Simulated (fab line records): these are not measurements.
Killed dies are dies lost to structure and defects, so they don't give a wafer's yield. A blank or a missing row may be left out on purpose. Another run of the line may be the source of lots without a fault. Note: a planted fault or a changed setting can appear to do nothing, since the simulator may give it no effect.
Lot-split experiment || flow sky130 || route with 708 steps; 5 lots, 23 wafers read

## THE SPLIT ITSELF
At SKY_LI_CONTACT_CMP_02 (polishes PSG), the setting leave-above-ref-nm was moved away from the recipe's 597.2 nm on 7 of the 23 wafers read, by -5.8% to +5.2%. For the rest of the wafers, this setting stayed at what the recipe calls for.

## FROM THE SPLIT TO THE READING: what the file shows between them, 5 steps
- SKY_LI_CONTACT_EXPOSE_09: exposes mask LICM1, target cd 170 nm (also split here: dose-mj)
- SKY_LI_CONTACT_PEB_10
- SKY_LI_CONTACT_DEVELOP_11: develop time 60 s
- SKY_LI_CONTACT_CD_MEAS_12: target cd 170 nm
- SKY_LI_CONTACT_ETCH_14: etches BARC in N2/H2, stops on SiO2, time 45.9 s, target depth 60 nm

## THE READING
oes-product-au, in a.u., at SKY_LI_CONTACT_ETCH_15 (etches PSG in C4F8/O2/Ar, stops on Si, target depth 600 nm). Typical for fault-free wafers on this fab line: 0.837 a.u., with standard deviation 0.004 a.u.

{"wafer": "L074.1", "tool, chamber at the split": "cmp-02, 0", "leave-above-ref-nm as run, nm": 597.2, "against the recipe": "recipe", "oes-product-au, a.u.": 0.832, "against lot-mates on the recipe": "-"}
{"wafer": "L074.3", "tool, chamber at the split": "cmp-02, 3", "leave-above-ref-nm as run, nm": 597.2, "against the recipe": "recipe", "oes-product-au, a.u.": 0.836, "against lot-mates on the recipe": "-"}
{"wafer": "L074.4", "tool, chamber at the split": "cmp-02, 1", "leave-above-ref-nm as run, nm": 597.2, "against the recipe": "recipe", "oes-product-au, a.u.": 0.831, "against lot-mates on the recipe": "-"}
{"wafer": "L074.5", "tool, chamber at the split": "cmp-02, 2", "leave-above-ref-nm as run, nm": 597.2, "against the recipe": "recipe", "oes-product-au, a.u.": 0.837, "against lot-mates on the recipe": "-"}
{"wafer": "L074.6", "tool, chamber at the split": "cmp-02, 1", "leave-above-ref-nm as run, nm": 597.2, "against the recipe": "recipe", "oes-product-au, a.u.": 0.841, "against lot-mates on the recipe": "-"}
{"wafer": "L079.4", "tool, chamber at the split": "cmp-02, 3", "leave-above-ref-nm as run, nm": 597.2, "against the recipe": "recipe", "oes-product-au, a.u.": 0.837, "against lot-mates on the recipe": "-"}
{"wafer": "L079.5", "tool, chamber at the split": "cmp-02, 3", "leave-above-ref-nm as run, nm": 597.2, "against the recipe": "recipe", "oes-product-au, a.u.": 0.840, "against lot-mates on the recipe": "-"}
{"wafer": "L079.6", "tool, chamber at the split": "cmp-02, 2", "leave-above-ref-nm as run, nm": 597.2, "against the recipe": "recipe", "oes-product-au, a.u.": 0.834, "against lot-mates on the recipe": "-"}
{"wafer": "L082.1", "tool, chamber at the split": "cmp-02, 1", "leave-above-ref-nm as run, nm": 597.2, "against the recipe": "recipe", "oes-product-au, a.u.": 0.838, "against lot-mates on the recipe": "-"}
{"wafer": "L082.2", "tool, chamber at the split": "cmp-02, 2", "leave-above-ref-nm as run, nm": 597.2, "against the recipe": "recipe", "oes-product-au, a.u.": 0.836, "against lot-mates on the recipe": "-"}
{"wafer": "L082.4", "tool, chamber at the split": "cmp-02, 3", "leave-above-ref-nm as run, nm": 597.2, "against the recipe": "recipe", "oes-product-au, a.u.": 0.839, "against lot-mates on the recipe": "-"}
{"wafer": "L082.5", "tool, chamber at the split": "cmp-02, 3", "leave-above-ref-nm as run, nm": 628.3, "against the recipe": "+5.2%", "oes-product-au, a.u.": 0.860, "against lot-mates on the recipe": "+0.022"}
{"wafer": "L082.6", "tool, chamber at the split": "cmp-02, 0", "leave-above-ref-nm as run, nm": 628.3, "against the recipe": "+5.2%", "oes-product-au, a.u.": 0.858, "against lot-mates on the recipe": "+0.020"}
{"wafer": "L083.1", "tool, chamber at the split": "cmp-01, 0", "leave-above-ref-nm as run, nm": 597.2, "against the recipe": "recipe", "oes-product-au, a.u.": 0.838, "against lot-mates on the recipe": "-"}
{"wafer": "L083.2", "tool, chamber at the split": "cmp-01, 1", "leave-above-ref-nm as run, nm": 597.2, "against the recipe": "recipe", "oes-product-au, a.u.": 0.837, "against lot-mates on the recipe": "-"}
{"wafer": "L083.3", "tool, chamber at the split": "cmp-01, 2", "leave-above-ref-nm as run, nm": 576.5, "against the recipe": "-3.5%", "oes-product-au, a.u.": 0.822, "against lot-mates on the recipe": -0.015}
{"wafer": "L083.4", "tool, chamber at the split": "cmp-01, 3", "leave-above-ref-nm as run, nm": 576.5, "against the recipe": "-3.5%", "oes-product-au, a.u.": 0.828, "against lot-mates on the recipe": -0.009}
{"wafer": "L083.5", "tool, chamber at the split": "cmp-01, 0", "leave-above-ref-nm as run, nm": 576.5, "against the recipe": "-3.5%", "oes-product-au, a.u.": 0.823, "against lot-mates on the recipe": -0.014}
{"wafer": "L084.1", "tool, chamber at the split": "cmp-02, 2", "leave-above-ref-nm as run, nm": 562.7, "against the recipe": "-5.8%", "oes-product-au, a.u.": 0.810, "against lot-mates on the recipe": -0.024}
{"wafer": "L084.2", "tool, chamber at the split": "cmp-02, 1", "leave-above-ref-nm as run, nm": 562.7, "against the recipe": "-5.8%", "oes-product-au, a.u.": 0.802, "against lot-mates on the recipe": -0.032}
{"wafer": "L084.3", "tool, chamber at the split": "cmp-02, 0", "leave-above-ref-nm as run, nm": 597.2, "against the recipe": "recipe", "oes-product-au, a.u.": 0.840, "against lot-mates on the recipe": "-"}
{"wafer": "L084.5", "tool, chamber at the split": "cmp-02, 1", "leave-above-ref-nm as run, nm": 597.2, "against the recipe": "recipe", "oes-product-au, a.u.": 0.829, "against lot-mates on the recipe": "-"}
{"wafer": "L084.6", "tool, chamber at the split": "cmp-02, 2", "leave-above-ref-nm as run, nm": 597.2, "against the recipe": "recipe", "oes-product-au, a.u.": 0.832, "against lot-mates on the recipe": "-"}

FIT RESULTS
A straight line over all 23 wafers: oes-product-au changes by +0.00452 a.u. for each +1% of leave-above-ref-nm; r = +0.95; the points scatter about the line by 0.0039 a.u.
The same after taking each lot's own level away (the mean of its wafers on the recipe; 23 wafers): +0.00431 a.u. for each +1%; r = +0.96; scatter 0.0033 a.u.
The reading moves by 0.025 a.u. for the largest change in leave-above-ref-nm, on that fit.
The span of the lots' own levels, 0.8337 to 0.8377 a.u., comes to 1.0 times the standard deviation stated above.
The two slopes are in agreement: the lot-to-lot level therefore moves the slope only a little.
Check: -0.0254 a.u. against its lot-mates is what the line predicts for one of the wafers moved furthest among these (-5.8%) when that wafer is left out of the fit. It came out at -0.0237 a.u. against them.

## FURTHER SPLITS ON THESE WAFERS
Note: prior to the reading, these wafers also went through further splits. Each is held against what the fit with the lots' levels taken away leaves over:
{"other split on the same wafers": "SKY_LDD_LDN_IMPLANT_10 dose-cm2", "wafers away from the commonest value": 6, "r with oes-product-au (lot level and that fit taken away)": -0.25}
{"other split on the same wafers": "SKY_POLY_CUT_COAT_03 spin-rpm", "wafers away from the commonest value": 9, "r with oes-product-au (lot level and that fit taken away)": -0.10}
{"other split on the same wafers": "SKY_POLY_CUT_ETCH_10 time-s", "wafers away from the commonest value": 9, "r with oes-product-au (lot level and that fit taken away)": "+0.17"}
{"other split on the same wafers": "SKY_SD_P_IMPLANT_09 energy-kev", "wafers away from the commonest value": 5, "r with oes-product-au (lot level and that fit taken away)": "+0.12"}
{"other split on the same wafers": "SKY_SD_N_COAT_02 spin-rpm", "wafers away from the commonest value": 9, "r with oes-product-au (lot level and that fit taken away)": -0.27}
{"other split on the same wafers": "SKY_SD_N_IMPLANT_09 energy-kev", "wafers away from the commonest value": 9, "r with oes-product-au (lot level and that fit taken away)": -0.22}
{"other split on the same wafers": "SKY_LI_CONTACT_EXPOSE_09 dose-mj", "wafers away from the commonest value": 5, "r with oes-product-au (lot level and that fit taken away)": "+0.28"}

## THE WHOLE CHAIN: every reading that the file lists as answering this split, in the file's order
{"step": "SKY_LI_CONTACT_CMP_02", "what it does": "polishes PSG", "reading": "PSG_of_LI_CONTACT_HDPCVD_00.thk-nm (the simulator's own value, which no gauge read)", "change (the file's fit)": "+5.98 nm for each +1% of the setting", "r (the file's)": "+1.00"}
{"step": "SKY_LI_CONTACT_ETCH_15", "what it does": "etches PSG in C4F8/O2/Ar, stops on Si, target depth 600 nm", "reading": "oes-product-au", "change (the file's fit)": "+0.00439 a.u. for each +1% of the setting", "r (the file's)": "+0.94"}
{"step": "SKY_LI_CONTACT_ETCH_15", "what it does": "etches PSG in C4F8/O2/Ar, stops on Si, target depth 600 nm", "reading": "LI_CONTACT.feature-depth-nm (the simulator's own value, which no gauge read)", "change (the file's fit)": "+5.98 nm for each +1% of the setting", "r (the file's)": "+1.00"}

## FILE'S OWN FIT
oes-product-au changes by +0.00439 a.u. for each +1% of leave-above-ref-nm, r = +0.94.
